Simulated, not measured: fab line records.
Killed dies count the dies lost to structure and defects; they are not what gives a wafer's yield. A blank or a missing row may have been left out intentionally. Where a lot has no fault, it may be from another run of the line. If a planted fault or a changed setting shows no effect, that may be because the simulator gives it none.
What tool caused it? / flow gf180mcu / 42 wafers from 14 lots sampled at 3 of the route's 602 steps

## WHAT THE GAUGES SHOWED, per wafer
GF_MVSD_OVL_MEAS_07.
lot=L151; measured=day 4 17:38; on=overlay-01; MVSD_OVL (nm)=0.1 -0.1 -1.4
lot=L152; measured=day 4 23:20; on=overlay-02; MVSD_OVL (nm)=-1.4 -0.2 -1.2
lot=L153; measured=day 5 04:38; on=overlay-01; MVSD_OVL (nm)=-1.8 -2.0 -1.0
lot=L154; measured=day 5 10:13; on=overlay-02; MVSD_OVL (nm)=0.0 -1.2 -3.5
lot=L155; measured=day 5 15:43; on=overlay-01; MVSD_OVL (nm)=1.0 0.1 0.2
lot=L156; measured=day 5 22:44; on=overlay-01; MVSD_OVL (nm)=-0.2 -2.0 -1.8
lot=L157; measured=day 6 02:23; on=overlay-02; MVSD_OVL (nm)=-1.8 -1.1 1.5
lot=L159; measured=day 6 13:56; on=overlay-01; MVSD_OVL (nm)=0.2 0.6 0.1
lot=L162; measured=day 7 08:20; on=overlay-02; MVSD_OVL (nm)=-0.8 -1.4 -1.0
lot=L163; measured=day 7 13:24; on=overlay-01; MVSD_OVL (nm)=-0.7 -0.5 -1.6
lot=L164; measured=day 7 19:54; on=overlay-02; MVSD_OVL (nm)=1.4 0.5 0.9
lot=L165; measured=day 8 00:06; on=overlay-01; MVSD_OVL (nm)=1.1 0.5 2.1
lot=L167; measured=day 8 12:45; on=overlay-01; MVSD_OVL (nm)=-0.2 0.8 -0.9
lot=L172; measured=day 9 18:32; on=overlay-02; MVSD_OVL (nm)=-3.8 -2.2 -0.9

GF_HV_LDD_TW_MEAS_50.
lot=L151; measured=day 12 19:41; on=film metro-01; HV_LDD_4_TW=573 573 573
lot=L152; measured=day 13 01:43; on=film metro-02; HV_LDD_4_TW=575 576 577
lot=L153; measured=day 13 16:29; on=film metro-01; HV_LDD_4_TW=578 575 576
lot=L154; measured=day 13 23:52; on=film metro-01; HV_LDD_4_TW=578 577 575
lot=L155; measured=day 14 03:20; on=film metro-01; HV_LDD_4_TW=579 573 571
lot=L156; measured=day 14 12:33; on=film metro-02; HV_LDD_4_TW=580 575 575
lot=L157; measured=day 14 15:48; on=film metro-02; HV_LDD_4_TW=576 578 576
lot=L159; measured=day 15 07:02; on=film metro-04; HV_LDD_4_TW=567 570 568
lot=L162; measured=day 16 12:16; on=film metro-02; HV_LDD_4_TW=573 569 571
lot=L163; measured=day 16 16:59; on=film metro-02; HV_LDD_4_TW=572 577 572
lot=L164; measured=day 17 02:27; on=film metro-04; HV_LDD_4_TW=569 570 567
lot=L165; measured=day 17 08:22; on=film metro-02; HV_LDD_4_TW=578 579 576
lot=L167; measured=day 18 00:10; on=film metro-04; HV_LDD_4_TW=569 568 567
lot=L172; measured=day 19 22:00; on=film metro-04; HV_LDD_4_TW=568 567 565

## TOOL THAT RAN EACH LOT (tool first, then ch and the chambers of the sampled wafers, then the start)
lot=L151; GF_DUAL_GATE_OXIDATION_02=furnace-01 ch 0, day 7 23:04
lot=L152; GF_DUAL_GATE_OXIDATION_02=furnace-02 ch 0, day 8 04:08
lot=L153; GF_DUAL_GATE_OXIDATION_02=furnace-02 ch 0, day 8 13:43
lot=L154; GF_DUAL_GATE_OXIDATION_02=furnace-02 ch 0, day 8 21:53
lot=L155; GF_DUAL_GATE_OXIDATION_02=furnace-02 ch 0, day 9 01:51
lot=L156; GF_DUAL_GATE_OXIDATION_02=furnace-01 ch 0, day 9 09:41
lot=L157; GF_DUAL_GATE_OXIDATION_02=furnace-02 ch 0, day 9 11:46
lot=L159; GF_DUAL_GATE_OXIDATION_02=furnace-02 ch 0, day 10 01:59
lot=L162; GF_DUAL_GATE_OXIDATION_02=furnace-02 ch 0, day 11 01:17
lot=L163; GF_DUAL_GATE_OXIDATION_02=furnace-02 ch 0, day 11 06:53
lot=L164; GF_DUAL_GATE_OXIDATION_02=furnace-01 ch 0, day 11 13:07
lot=L165; GF_DUAL_GATE_OXIDATION_02=furnace-02 ch 0, day 11 17:39
lot=L167; GF_DUAL_GATE_OXIDATION_02=furnace-01 ch 0, day 12 08:05
lot=L172; GF_DUAL_GATE_OXIDATION_02=furnace-01 ch 0, day 13 19:38
- GF_DUAL_GATE_OXIDATION_02: stabilise 600 s, purge 300 s, target thk 10.887 nm.

## WHAT THE TOOLS THEMSELVES READ (means of the sampled wafers that have a number; where no wafer has one, the mark that the record gives instead)
GF_DUAL_GATE_OXIDATION_02.
lot=L151; tool=furnace-01; spike tc bottom C (C)=917.9; spike tc centre C (C)=901.3; spike tc lower C (C)=902.3; spike tc upper C (C)=898.6; tube center temp C (C)=900.04; tube_center_temp_C_max=902.3
lot=L152; tool=furnace-02; spike tc bottom C (C)=917.5; spike tc centre C (C)=900.8; spike tc lower C (C)=898.9; spike tc upper C (C)=899.6; tube center temp C (C)=900.10; tube_center_temp_C_max=902.4
lot=L153; tool=furnace-02; spike tc bottom C (C)=919.0; spike tc centre C (C)=900.1; spike tc lower C (C)=899.7; spike tc upper C (C)=899.9; tube center temp C (C)=900.01; tube_center_temp_C_max=902.3
lot=L154; tool=furnace-02; spike tc bottom C (C)=918.2; spike tc centre C (C)=901.1; spike tc lower C (C)=899.5; spike tc upper C (C)=900.7; tube center temp C (C)=900.00; tube_center_temp_C_max=902.3
lot=L155; tool=furnace-02; spike tc bottom C (C)=917.9; spike tc centre C (C)=900.6; spike tc lower C (C)=899.3; spike tc upper C (C)=901.5; tube center temp C (C)=899.97; tube_center_temp_C_max=902.2
lot=L156; tool=furnace-01; spike tc bottom C (C)=918.4; spike tc centre C (C)=901.9; spike tc lower C (C)=902.3; spike tc upper C (C)=899.3; tube center temp C (C)=899.95; tube_center_temp_C_max=902.3
lot=L157; tool=furnace-02; spike tc bottom C (C)=918.4; spike tc centre C (C)=899.9; spike tc lower C (C)=899.1; spike tc upper C (C)=899.9; tube center temp C (C)=900.00; tube_center_temp_C_max=902.4
lot=L159; tool=furnace-02; spike tc bottom C (C)=917.5; spike tc centre C (C)=901.2; spike tc lower C (C)=898.1; spike tc upper C (C)=900.0; tube center temp C (C)=900.08; tube_center_temp_C_max=902.5
lot=L162; tool=furnace-02; spike tc bottom C (C)=913.0; spike tc centre C (C)=896.5; spike tc lower C (C)=895.0; spike tc upper C (C)=896.3; tube center temp C (C)=896.01; tube_center_temp_C_max=898.2
lot=L163; tool=furnace-02; spike tc bottom C (C)=914.0; spike tc centre C (C)=896.6; spike tc lower C (C)=895.5; spike tc upper C (C)=896.0; tube center temp C (C)=896.10; tube_center_temp_C_max=898.2
lot=L164; tool=furnace-01; spike tc bottom C (C)=917.8; spike tc centre C (C)=901.2; spike tc lower C (C)=902.3; spike tc upper C (C)=898.3; tube center temp C (C)=899.98; tube_center_temp_C_max=902.6
lot=L165; tool=furnace-02; spike tc bottom C (C)=914.1; spike tc centre C (C)=896.7; spike tc lower C (C)=895.4; spike tc upper C (C)=895.5; tube center temp C (C)=896.13; tube_center_temp_C_max=898.3
lot=L167; tool=furnace-01; spike tc bottom C (C)=918.1; spike tc centre C (C)=900.1; spike tc lower C (C)=902.6; spike tc upper C (C)=900.2; tube center temp C (C)=900.01; tube_center_temp_C_max=902.7
lot=L172; tool=furnace-01; spike tc bottom C (C)=918.5; spike tc centre C (C)=900.8; spike tc lower C (C)=902.6; spike tc upper C (C)=898.9; tube center temp C (C)=899.94; tube_center_temp_C_max=902.4

## THE ANSWER, worked out from the rows above alone
Rule: the lots themselves supply what counts as usual. Put in order of their means at a reading, lots are off if they are a third of the lots or fewer, leave a main group of 4 or more, and stand apart from it by a gap of 3 or more times the standard deviation of the main group's means; of several such gaps the widest counts. The tables above print the reading to a certain number of digits; a main group whose means all agree to those digits is not used. A lot without any number at a reading at which 4 lots or more have one is off too. Where the step has rows for the other lots, those lots are counted as sound. Order of review: gauges by route order, followed by the tools' own readings, for which a lot's mean as printed above is used. At the first step where some lot is off, the reading lying furthest off is the one used; lots without a number count as furthest.
Off at GF_DUAL_GATE_OXIDATION_02 (tube center temp C): L162, L163, L165. Mean 900.01 C and standard deviation 0.048 in the main group.
A tool fits if, at that step or a process step before it, it ran every lot that is off, and no sound lot after the first of them. One fits: GF_DUAL_GATE_OXIDATION_02 on furnace-02. A fault onset in the window from L159 (day 10 01:59, its last sound lot) to L162 (day 11 01:17, its first lot off) fits.
The tool's own readings at GF_DUAL_GATE_OXIDATION_02 bear it out: on the lots that are off they differ by more than 5 times the standard deviation of the sound lots' means. spike tc bottom C reads 913.7 C there against 918.1 C on the sound lots; spike tc centre C reads 896.6 C there against 900.8 C on the sound lots; tube center temp C reads 896.08 C there against 900.01 C on the sound lots; tube_center_temp_C_max reads 898.2 there against 902.4 on the sound lots.

## WHAT THE SIMULATOR HAD INSERTED
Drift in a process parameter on furnace-02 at GF_DUAL_GATE_OXIDATION_02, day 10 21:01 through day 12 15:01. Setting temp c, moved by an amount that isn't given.
Lots struck among those shown: L162, L163, L165. The rule above found the same.
